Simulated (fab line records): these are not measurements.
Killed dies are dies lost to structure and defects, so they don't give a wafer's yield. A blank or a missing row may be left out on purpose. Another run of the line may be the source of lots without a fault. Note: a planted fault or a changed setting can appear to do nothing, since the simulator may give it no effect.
One fault seen from 2 desks :: flow gf180mcu :: each desk holds nothing but its own numbers, with what lay behind them at the end

## AT THE METROLOGY DESK
What the gauges read, lot by lot, whatever tool the lot ran on: means of the sampled wafers that have a number. Any lot whose mean is over 4 standard deviations away from the usual mean is out of limits and marked OUT; that distance is given in the brackets.
Columns: A = M2_ALCU_THK at GF_M2_THK_MEAS_06, usual 447 nm; B = V2_CVD_00_THK at GF_V2_THK_MEAS_01, usual 597 nm
lot: L626
first seen here: day 18 08:34
A: 443
B: 597

lot: L627
first seen here: day 18 20:44
A: 441
B: 588

lot: L628
first seen here: day 18 23:22
A: 437
B: 595

lot: L629
first seen here: day 19 11:25
A: 452
B: 598

lot: L630
first seen here: day 19 16:13
A: 454
B: 596

lot: L631
first seen here: day 20 06:20
A: 446
B: 599

lot: L634
first seen here: day 21 09:24
A: 450
B: 589

lot: L636
first seen here: day 22 01:23
A: 453
B: 605

lot: L644
first seen here: day 24 19:14
A: 437
B: 595

lot: L646
first seen here: day 25 05:19
A: 447
B: 594

lot: L649
first seen here: day 26 06:50
A: 442
B: 597
This desk found nothing out of limits on any of the 11 lots.

## TOOL OWNER'S DESK, rie-metal-02
The tool's own readings at GF_M4_METAL_ETCH_16 (etches the open film in Cl2/BCl3, stops on SiO2, target depth 750.8 nm, time 125.1 s): means of the sampled wafers that have a number, for each lot that ran on this tool. Any lot whose mean is over 4 standard deviations away from the usual mean is out of limits and marked OUT; that distance is given in the brackets.
Columns: A = drypump-motor-current-A at GF_M4_METAL_ETCH_16, usual 5.7 A; B = he-backside-leak-sccm at GF_M4_METAL_ETCH_16, usual 3.5 sccm; C = oes-product-au at GF_M4_METAL_ETCH_16, usual 0.992 a.u.; D = rf-fwd-power-W at GF_M4_METAL_ETCH_16, usual 795.2 W; E = throttle-valve-pct at GF_M4_METAL_ETCH_16, usual 28.227 %
lot: L634
first seen here: day 26 07:00
A: 5.3
B: 3.4
C: 0.992
D: 794.0
E: 28.228

lot: L636
first seen here: day 26 21:22
A: 5.4
B: 3.5
C: 0.994
D: 793.3
E: 28.232

lot: L644
first seen here: day 29 07:58
A: 5.3
B: 3.4
C: 0.998
D: 921.7 (+51) OUT
E: 28.215

lot: L646
first seen here: day 29 16:07
A: 5.3
B: 3.6
C: 0.999
D: 924.8 (+52) OUT
E: 28.211
This desk's verdict: out of limits on L644, L646, starting with L644 at day 29 07:58 (rf-fwd-power-W at GF_M4_METAL_ETCH_16). In limits: L634, L636.

## TAKEN TOGETHER
The tool owner's desk had the chance to raise an alarm at day 29 07:58 on L644, L646.
Metrology desk: nothing out of limits seen.
The metrology desk has L644, L646 on record, within its limits.
GF_M4_METAL_ETCH_16 was run on rie-metal-02 by each of the lots named.

## WHAT THE SIMULATOR HAD INSERTED
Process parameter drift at GF_M4_METAL_ETCH_16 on rie-metal-02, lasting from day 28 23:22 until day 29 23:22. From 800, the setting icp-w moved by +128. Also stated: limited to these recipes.
Lots struck among those shown: L644, L646.
How many hours passed from the start of the fault until each desk's first out-of-limits reading: the tool owner's desk, 9.
